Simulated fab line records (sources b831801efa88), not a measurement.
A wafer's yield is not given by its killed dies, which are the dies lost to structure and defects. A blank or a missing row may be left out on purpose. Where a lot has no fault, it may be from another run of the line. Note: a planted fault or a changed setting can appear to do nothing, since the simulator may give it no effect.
Chamber matching	flow sky130	rie_diel-03 running SKY_PAD_OPEN_ETCH_07: 4 sister chambers
The step etches the open film in CF4/O2, stops on AlCu, target depth 725 nm, time 161.1 s. 4 wafers are shown with their chamber, then 7 later ones without.

## EACH WAFER AND ITS CHAMBER
wafer	chamber	drypump_motor_current_A (A)
L198.5	2	6.1
L203.6	1	6.4
L204.1	0	6.1
L204.4	3	5.2

## WAFERS WITHOUT THEIR CHAMBER
wafer	drypump_motor_current_A (A)
L204.5	6.4
L206.2	5.2
L206.3	6.0
L206.5	6.1
L208.1	6.1
L208.4	6.4
L208.6	6.4

## WHICH CHAMBER EACH ONE RAN IN
wafer	from the rows above	in truth
L204.5	1	1
L206.2	3	3
L206.3	can't be placed: 0 or 2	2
L206.5	can't be placed: 0 or 2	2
L208.1	can't be placed: 0 or 2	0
L208.4	1	1
L208.6	1	1
Correctly placed: 4 of 7. Cannot be placed on the basis of these rows: 3; the candidates contain the true chamber in 3. Placed wrongly: 0.
How it was worked out, from the rows above alone: a wafer's distance from a chamber is the root of the sum, over the readings, of the square of ((its reading less the chamber's mean) divided by the reading's scatter). If the next closest chamber is less than 2 further off than the closest, the wafer can't be placed; otherwise it belongs to the closest. Each chamber's mean is taken over the wafers shown for it. The scatter: with one shown wafer a chamber, the root of the mean of the squares of how far each hidden wafer lies from its nearest shown one.
